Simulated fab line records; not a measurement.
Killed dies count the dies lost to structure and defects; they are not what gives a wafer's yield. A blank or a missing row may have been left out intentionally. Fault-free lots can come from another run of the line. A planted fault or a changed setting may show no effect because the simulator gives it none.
fab line records + flow sfq_line
record
- lots=14
- wafers=42
- last_day=86
route steps=325 shown L0V@26 M0@38 M3@125 M4@159
lots untouched by any fault: they come from a run of this same line in which no faults occurred
start_h: hours from the record's opening day to when the first of the lot's shown wafers began + wait_h: hours from the lot's prior step to this one + " identical to the entry in the row above + L1.1+2: a single row standing in for several wafers + - either no value or no given start + * or withheld: withheld + < > ~ a bound
route shown NAME@n: NAME is a module with steps in the file, n the number in the route of the first one + usual: mean/standard deviation taken from wafers without a fault + same: alike in all rows + chamber/n: place in a boat + sites: each site's reading + _std_site: the values' standard deviation + _edge_site: inner sites' mean taken away from outer sites' mean + radius_mm: for every site, how far away it sits from the centre of the wafer + mask NAME#n: copy n + behind: tool/chamber where the wafer was last shaped + hold: what put the lot on hold/how long, in hours/how the hold closed + device: whichever transistor did not switch (one of n, p or np) + end of line: the route-end tests of the same wafers + a step given without rows: its recipe and nothing more + killed: the dies lost at the first sort to structure and to defects; this is not the yield of the wafer + map: shows each die of a wafer: x if killed, . if not, _ if none is there
set.NAME: the setting that was run; set.NAME@STEP: the one run at that earlier step + model.NAME: the simulator's own value behind a step, which no gauge read
a sample of lots followed through the steps of the route, with each step as a table and each wafer as a row
services: from which hour (start_h, from the record's first day; less than 0 if before it) a tool's chamber was out of use, for how many hours, and why
## steps
# step SFQ_TRILAYER_L0_VIA_STRIP_STRIP_017
# recipe
- gas=O2
- power_w=200
- platen_temp_c=40
- overash_fraction=0.65
- chemistry=O2
- pressure_mtorr=50
# usual
- drypump_motor_current_A=5.9/0.65
- oes_product_au=1.000/0.0063
| lot.wafer | tool         | chamber | start_h | wait_h | drypump_motor_current_A | oes_product_au | rf_hours_counter_h |
|-----------|--------------|---------|---------|--------|-------------------------|----------------|--------------------|
| L533.2    | rie_metal-03 | 1       | 122.24  | -      | 6.1                     | 1.008          | 118                |
| L533.4    | "            | 0       | "       | "      | 6.6                     | 1.007          | -                  |
| L533.5    | "            | 1       | "       | "      | 6.1                     | 1.001          | -                  |
| L535.3    | rie_metal-03 | 0       | 143.07  | -      | 6.6                     | 1.000          | -                  |
| L535.5    | "            | 0       | "       | "      | 6.6                     | 0.997          | -                  |
| L535.6    | "            | 1       | "       | "      | 6.1                     | 0.995          | -                  |
| L537.2    | rie_metal-04 | 0       | 160.87  | -      | 4.8                     | 0.987          | 19                 |
| L537.3    | "            | 0       | "       | "      | 4.8                     | 1.006          | -                  |
| L537.4    | "            | 1       | "       | "      | 5.8                     | 0.992          | -                  |
| L538.4    | rie_metal-04 | 1       | 169.47  | -      | 5.8                     | 1.001          | -                  |
| L538.5    | "            | 1       | "       | "      | 5.7                     | 1.001          | -                  |
| L538.6    | "            | 0       | "       | "      | 4.8                     | 0.997          | -                  |
| L539.1    | rie_metal-03 | 0       | 183.64  | -      | 6.6                     | 0.994          | 107                |
| L539.2    | "            | 0       | "       | "      | 6.6                     | 0.997          | -                  |
| L539.6    | "            | 0       | "       | "      | 6.6                     | 1.002          | -                  |
| L540.1    | rie_metal-04 | 0       | 189.64  | -      | 4.8                     | 1.002          | 23                 |
| L540.4    | "            | 0       | "       | "      | 4.8                     | 0.998          | -                  |
| L540.6    | "            | 0       | "       | "      | 4.8                     | 1.002          | -                  |
| L541.1    | rie_metal-03 | 0       | 205.24  | -      | 6.6                     | 0.994          | 112                |
| L541.3    | "            | 0       | "       | "      | 6.6                     | 0.995          | -                  |
| L541.4    | "            | 0       | "       | "      | 6.6                     | 0.998          | -                  |
| L542.1    | rie_metal-04 | 1       | 213.64  | -      | 5.8                     | 1.012          | 22                 |
| L542.2    | "            | 0       | "       | "      | 4.8                     | 1.002          | 27                 |
| L542.3    | "            | 1       | "       | "      | 5.8                     | 1.002          | -                  |
| L547.2    | rie_metal-03 | 0       | 253.60  | -      | 6.6                     | 1.012          | 123                |
| L547.4    | "            | 1       | "       | "      | 6.1                     | 0.997          | -                  |
| L547.5    | "            | 1       | "       | "      | 6.1                     | 1.011          | -                  |
| L548.2    | rie_metal-03 | 0       | 256.00  | -      | 6.7                     | 1.001          | 124                |
| L548.3    | "            | 0       | "       | "      | 6.6                     | 0.996          | -                  |
| L548.6    | "            | 1       | "       | "      | 6.1                     | 1.000          | -                  |
| L549.4    | rie_metal-02 | 1       | 257.40  | -      | 5.1                     | 0.991          | -                  |
| L549.5    | "            | 1       | "       | "      | 5.2                     | 0.993          | -                  |
| L549.6    | "            | 0       | "       | "      | 6.1                     | 0.997          | -                  |
| L550.1    | rie_metal-03 | 0       | 258.40  | -      | 6.6                     | 1.000          | 124                |
| L550.3    | "            | 0       | "       | "      | 6.6                     | 1.006          | -                  |
| L550.4    | "            | 1       | "       | "      | 6.1                     | 0.997          | -                  |
| L552.2    | rie_metal-04 | 0       | 260.80  | -      | 4.8                     | 1.011          | 35                 |
| L552.5    | "            | 1       | "       | "      | 5.8                     | 1.010          | -                  |
| L552.6    | "            | 0       | "       | "      | 4.8                     | 1.005          | -                  |
| L555.3    | rie_metal-02 | 0       | 264.60  | -      | 6.1                     | 0.998          | -                  |
| L555.5    | "            | 0       | "       | "      | 6.1                     | 1.003          | -                  |
| L555.6    | "            | 1       | "       | "      | 5.2                     | 0.994          | -                  |
# step SFQ_M0_OVL_MEAS_906
# usual
- M0_OVL=1/5.3
| lot.wafer | tool       | chamber | start_h | wait_h | M0_OVL[nm] |
|-----------|------------|---------|---------|--------|------------|
| L533.2    | overlay-02 | -       | 217.12  | 0.1    | -3         |
| L533.4    | "          | -       | "       | "      | 0          |
| L533.5    | "          | -       | "       | "      | -2         |
| L535.3    | overlay-01 | -       | 245.09  | 0.1    | -7         |
| L535.5    | "          | -       | "       | "      | -6         |
| L535.6    | "          | -       | "       | "      | -5         |
| L537.2    | overlay-02 | -       | 265.32  | 0.1    | 8          |
| L537.3    | "          | -       | "       | "      | 13         |
| L537.4    | "          | -       | "       | "      | 10         |
| L538.4    | overlay-01 | -       | 277.62  | 0.1    | 8          |
| L538.5    | "          | -       | "       | "      | 2          |
| L538.6    | "          | -       | "       | "      | 4          |
| L539.1    | overlay-02 | -       | 291.19  | 0.1    | 5          |
| L539.2    | "          | -       | "       | "      | 5          |
| L539.6    | "          | -       | "       | "      | 12         |
| L540.1    | overlay-02 | -       | 297.19  | 0.1    | -6         |
| L540.4    | "          | -       | "       | "      | -4         |
| L540.6    | "          | -       | "       | "      | -5         |
| L541.1    | overlay-01 | -       | 312.91  | 0.1    | -3         |
| L541.3    | "          | -       | "       | "      | -3         |
| L541.4    | "          | -       | "       | "      | 1          |
| L542.1    | overlay-02 | -       | 321.31  | 0.1    | -1         |
| L542.2    | "          | -       | "       | "      | 2          |
| L542.3    | "          | -       | "       | "      | -4         |
| L547.2    | overlay-02 | -       | 365.71  | 0.1    | 5          |
| L547.4    | "          | -       | "       | "      | 8          |
| L547.5    | "          | -       | "       | "      | 8          |
| L548.2    | overlay-02 | -       | 368.44  | 0.1    | -7         |
| L548.3    | "          | -       | "       | "      | -10        |
| L548.6    | "          | -       | "       | "      | -8         |
| L549.4    | overlay-01 | -       | 370.52  | 0.1    | 1          |
| L549.5    | "          | -       | "       | "      | 1          |
| L549.6    | "          | -       | "       | "      | 3          |
| L550.1    | overlay-01 | -       | 371.70  | 0.1    | 2          |
| L550.3    | "          | -       | "       | "      | 2          |
| L550.4    | "          | -       | "       | "      | 8          |
| L552.2    | overlay-01 | -       | 375.31  | 0.1    | -6         |
| L552.5    | "          | -       | "       | "      | -7         |
| L552.6    | "          | -       | "       | "      | -5         |
| L555.3    | overlay-02 | -       | 381.31  | 0.1    | -10        |
| L555.5    | "          | -       | "       | "      | 0          |
| L555.6    | "          | -       | "       | "      | -3         |
# step SFQ_TRILAYER_M3_LITHO_EXPOSE_076
# recipe
- mask_id=M3
- na=0.6
- source_shape=conventional
- sigma_outer=0.65
- target_cd_nm=500
- dose_mj=14.4
# usual
- exposure_dose_mJ_cm2=14.399/0.014
- focus_offset_nm=-0.1/0.54
- stage_vel_mm_s=500.03/0.24
| lot.wafer | tool           | chamber | start_h | wait_h | mask | exposure_dose_mJ_cm2 | focus_offset_nm | stage_vel_mm_s |
|-----------|----------------|---------|---------|--------|------|----------------------|-----------------|----------------|
| L533.2    | krf_scanner-01 | 0       | 636.01  | -      | M3#0 | 14.409               | -0.1            | 500.08         |
| L533.4    | "              | 0       | "       | "      | M3#0 | 14.395               | -0.5            | 500.59         |
| L533.5    | "              | 0       | "       | "      | M3#0 | 14.393               | -0.1            | 499.85         |
| L535.3    | krf_scanner-02 | 0       | 757.53  | -      | M3#0 | 14.389               | 0.5             | 500.46         |
| L535.5    | "              | 0       | "       | "      | M3#0 | 14.394               | 0.3             | 500.11         |
| L535.6    | "              | 0       | "       | "      | M3#0 | 14.394               | 0.2             | 500.28         |
| L537.2    | krf_scanner-01 | 0       | 838.14  | -      | M3#0 | 14.398               | -0.3            | 499.90         |
| L537.3    | "              | 0       | "       | "      | M3#0 | 14.416               | 0.1             | 499.86         |
| L537.4    | "              | 0       | "       | "      | M3#0 | 14.404               | -0.5            | 500.51         |
| L538.4    | krf_scanner-01 | 0       | 849.34  | -      | M3#0 | 14.422               | 0.3             | 499.63         |
| L538.5    | "              | 0       | "       | "      | M3#0 | 14.414               | -0.6            | 499.71         |
| L538.6    | "              | 0       | "       | "      | M3#0 | 14.408               | -0.2            | 499.67         |
| L539.1    | krf_scanner-02 | 0       | 860.87  | -      | M3#0 | 14.380               | 0.3             | 499.91         |
| L539.2    | "              | 0       | "       | "      | M3#0 | 14.409               | 0.6             | 499.93         |
| L539.6    | "              | 0       | "       | "      | M3#0 | 14.404               | 0.7             | 499.95         |
| L540.1    | krf_scanner-02 | 0       | 870.47  | -      | M3#0 | 14.385               | -0.3            | 500.13         |
| L540.4    | "              | 0       | "       | "      | M3#0 | 14.400               | 1.1             | 500.26         |
| L540.6    | "              | 0       | "       | "      | M3#0 | 14.399               | 0.0             | 499.80         |
| L541.1    | krf_scanner-02 | 0       | 910.20  | -      | M3#0 | 14.366               | -0.1            | 499.70         |
| L541.3    | "              | 0       | "       | "      | M3#0 | 14.388               | 0.2             | 500.20         |
| L541.4    | "              | 0       | "       | "      | M3#0 | 14.404               | -0.8            | 500.14         |
| L542.1    | krf_scanner-02 | 0       | 913.80  | -      | M3#0 | 14.377               | 0.7             | 499.92         |
| L542.2    | "              | 0       | "       | "      | M3#0 | 14.400               | 1.1             | 500.04         |
| L542.3    | "              | 0       | "       | "      | M3#0 | 14.408               | 0.2             | 500.05         |
| L547.2    | krf_scanner-02 | 0       | 1106.41 | -      | M3#0 | 14.410               | 0.2             | 500.19         |
| L547.4    | "              | 0       | "       | "      | M3#0 | 14.385               | 0.1             | 500.25         |
| L547.5    | "              | 0       | "       | "      | M3#0 | 14.372               | 0.3             | 499.80         |
| L548.2    | krf_scanner-02 | -       | 1107.61 | -      | M3#0 | -                    | -               | -              |
| L548.3    | "              | -       | "       | "      | M3#0 | -                    | -               | -              |
| L548.6    | "              | -       | "       | "      | M3#0 | -                    | -               | -              |
| L549.4    | krf_scanner-02 | -       | 1118.81 | -      | M3#0 | -                    | -               | -              |
| L549.5    | "              | -       | "       | "      | M3#0 | -                    | -               | -              |
| L549.6    | "              | -       | "       | "      | M3#0 | -                    | -               | -              |
| L550.1    | krf_scanner-02 | 0       | 1121.81 | -      | M3#0 | 14.402               | -1.3            | 500.18         |
| L550.3    | "              | 0       | "       | "      | M3#0 | 14.385               | -0.9            | 500.12         |
| L550.4    | "              | 0       | "       | "      | M3#0 | 14.386               | -0.6            | 500.20         |
| L552.2    | krf_scanner-02 | 0       | 1126.81 | -      | M3#0 | 14.385               | -0.4            | 499.85         |
| L552.5    | "              | 0       | "       | "      | M3#0 | 14.406               | 0.3             | 499.89         |
| L552.6    | "              | 0       | "       | "      | M3#0 | 14.417               | -0.2            | 500.17         |
| L555.3    | krf_scanner-02 | 0       | 1130.61 | -      | M3#0 | 14.398               | -0.2            | 499.85         |
| L555.5    | "              | 0       | "       | "      | M3#0 | 14.401               | -0.7            | 500.11         |
| L555.6    | "              | 0       | "       | "      | M3#0 | 14.402               | 0.4             | 500.21         |
# step SFQ_TRILAYER_M4_BARC_OPEN_METAL_ETCH_123
# recipe
- mask_material=PR
- chemistry=O2
- target_depth_nm=125
- target=BARC
- icp_w=600
- bias_w=80
- pressure_mtorr=10
- time_s=41.7
# usual
- drypump_motor_current_A=6.0/0.51
- oes_product_au=0.685/0.0045
| lot.wafer | tool         | chamber | start_h | wait_h | drypump_motor_current_A | oes_product_au | rf_hours_counter_h |
|-----------|--------------|---------|---------|--------|-------------------------|----------------|--------------------|
| L533.2    | rie_metal-01 | 0       | 925.60  | 0.0    | 5.3                     | 0.679          | 12                 |
| L533.4    | "            | 0       | "       | "      | 5.3                     | 0.683          | -                  |
| L533.5    | "            | 1       | "       | "      | 6.2                     | 0.684          | -                  |
| L535.3    | rie_metal-01 | 1       | 946.03  | 0.0    | 6.2                     | 0.686          | -                  |
| L535.5    | "            | 1       | "       | "      | 6.2                     | 0.688          | -                  |
| L535.6    | "            | 0       | "       | "      | 5.3                     | 0.680          | -                  |
| L537.2    | rie_metal-03 | 0       | 1004.60 | 0.0    | 6.6                     | 0.694          | 70                 |
| L537.3    | "            | 1       | "       | "      | 6.1                     | 0.679          | -                  |
| L537.4    | "            | 0       | "       | "      | 6.6                     | 0.678          | -                  |
| L538.4    | rie_metal-01 | 0       | 1013.06 | 0.1    | 5.3                     | 0.685          | -                  |
| L538.5    | "            | 0       | "       | "      | 5.3                     | 0.685          | -                  |
| L538.6    | "            | 0       | "       | "      | 5.3                     | 0.684          | -                  |
| L539.1    | rie_metal-02 | 0       | 1024.95 | 0.0    | 6.2                     | 0.683          | 8                  |
| L539.2    | "            | 0       | "       | "      | 6.2                     | 0.690          | -                  |
| L539.6    | "            | 0       | "       | "      | 6.1                     | 0.688          | -                  |
| L540.1    | rie_metal-01 | 0       | 1034.55 | 0.0    | 5.3                     | 0.685          | 33                 |
| L540.4    | "            | 0       | "       | "      | 5.3                     | 0.688          | -                  |
| L540.6    | "            | 0       | "       | "      | 5.3                     | 0.684          | -                  |
| L541.1    | rie_metal-03 | 1       | 1060.95 | 0.0    | 6.1                     | 0.687          | 90                 |
| L541.3    | "            | 1       | "       | "      | 6.1                     | 0.693          | -                  |
| L541.4    | "            | 0       | "       | "      | 6.6                     | 0.695          | -                  |
| L542.1    | rie_metal-01 | 0       | 1082.55 | 0.0    | 5.3                     | 0.692          | 45                 |
| L542.2    | "            | 0       | "       | "      | 5.3                     | 0.679          | -                  |
| L542.3    | "            | 0       | "       | "      | 5.3                     | 0.681          | -                  |
| L547.2    | rie_metal-03 | 0       | 1153.15 | 0.0    | 6.6                     | 0.681          | 93                 |
| L547.4    | "            | 0       | "       | "      | 6.6                     | 0.686          | -                  |
| L547.5    | "            | 1       | "       | "      | 6.1                     | 0.686          | -                  |
| L548.2    | rie_metal-02 | 1       | 1158.05 | 0.0    | 5.2                     | 0.682          | 23                 |
| L548.3    | "            | 0       | "       | "      | 6.1                     | 0.685          | -                  |
| L548.6    | "            | 1       | "       | "      | 5.2                     | 0.680          | -                  |
| L549.4    | rie_metal-01 | 1       | 1161.71 | 0.1    | 6.2                     | 0.678          | -                  |
| L549.5    | "            | 1       | "       | "      | 6.2                     | 0.688          | -                  |
| L549.6    | "            | 1       | "       | "      | 6.2                     | 0.686          | -                  |
| L550.1    | rie_metal-01 | 1       | 1164.05 | 0.0    | 6.2                     | 0.685          | 9                  |
| L550.3    | "            | 1       | "       | "      | 6.2                     | 0.686          | -                  |
| L550.4    | "            | 1       | "       | "      | 6.2                     | 0.681          | -                  |
| L552.2    | rie_metal-02 | 0       | 1171.25 | 0.0    | 6.1                     | 0.685          | 38                 |
| L552.5    | "            | 1       | "       | "      | 5.2                     | 0.682          | -                  |
| L552.6    | "            | 0       | "       | "      | 6.1                     | 0.685          | -                  |
| L555.3    | rie_metal-03 | 1       | 1184.47 | 0.0    | 6.1                     | 0.689          | -                  |
| L555.5    | "            | 1       | "       | "      | 6.1                     | 0.689          | -                  |
| L555.6    | "            | 0       | "       | "      | 6.6                     | 0.685          | -                  |
## services
| tool           | chamber | start_h | hours | kind   |
|----------------|---------|---------|-------|--------|
| krf_scanner-02 | -       | 129.01  | 1.0   | pm     |
| rie_metal-03   | 1       | 173.33  | 59.0  | repair |
| krf_scanner-02 | -       | 174.85  | 0.8   | pm     |
| krf_scanner-02 | -       | 222.94  | 2.4   | repair |
| krf_scanner-02 | -       | 233.32  | 1.4   | repair |
| krf_scanner-02 | -       | 257.97  | 1.1   | repair |
| rie_metal-03   | -       | 266.90  | 0.7   | repair |
| krf_scanner-02 | -       | 273.42  | 1.3   | pm     |
| krf_scanner-02 | -       | 281.23  | 1.3   | repair |
| krf_scanner-02 | -       | 298.09  | 1.0   | pm     |
| krf_scanner-02 | -       | 345.14  | 0.8   | pm     |
| rie_metal-03   | -       | 371.88  | 14.6  | pm     |
| rie_metal-03   | -       | 431.72  | 1.2   | repair |
| krf_scanner-02 | -       | 448.28  | 1.3   | pm     |
| krf_scanner-02 | -       | 459.08  | 1.0   | repair |
| krf_scanner-02 | -       | 461.51  | 4.4   | pm     |
| krf_scanner-02 | -       | 468.28  | 1.0   | pm     |
| krf_scanner-02 | -       | 493.76  | 3.6   | pm     |
| krf_scanner-02 | -       | 511.62  | 0.8   | pm     |
| rie_metal-03   | -       | 574.20  | 1.4   | repair |
| rie_metal-03   | -       | 604.96  | 0.3   | repair |
| krf_scanner-02 | -       | 624.56  | 1.3   | pm     |
| krf_scanner-02 | -       | 636.66  | 1.0   | pm     |
| krf_scanner-02 | -       | 638.28  | 1.2   | repair |
## key
first_sign
- step=SFQ_TRILAYER_M3_LITHO_EXPOSE_076
- reading=tool_record
- direction=missing
effect none on later readings
met_at SFQ_TRILAYER_M3_LITHO_EXPOSE_076
struck_lots L548,L549
not_acting_at SFQ_TRILAYER_L0_VIA_STRIP_STRIP_017,SFQ_M0_OVL_MEAS_906,SFQ_TRILAYER_M4_BARC_OPEN_METAL_ETCH_123
onset_between 1106.41 1107.61
fault
- kind=skipped_step_whole
- tool=krf_scanner-02
- chamber=-
- onset_h=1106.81
- steps=SFQ_TRILAYER_M3_LITHO_EXPOSE_076
- scope=struck_lots_only
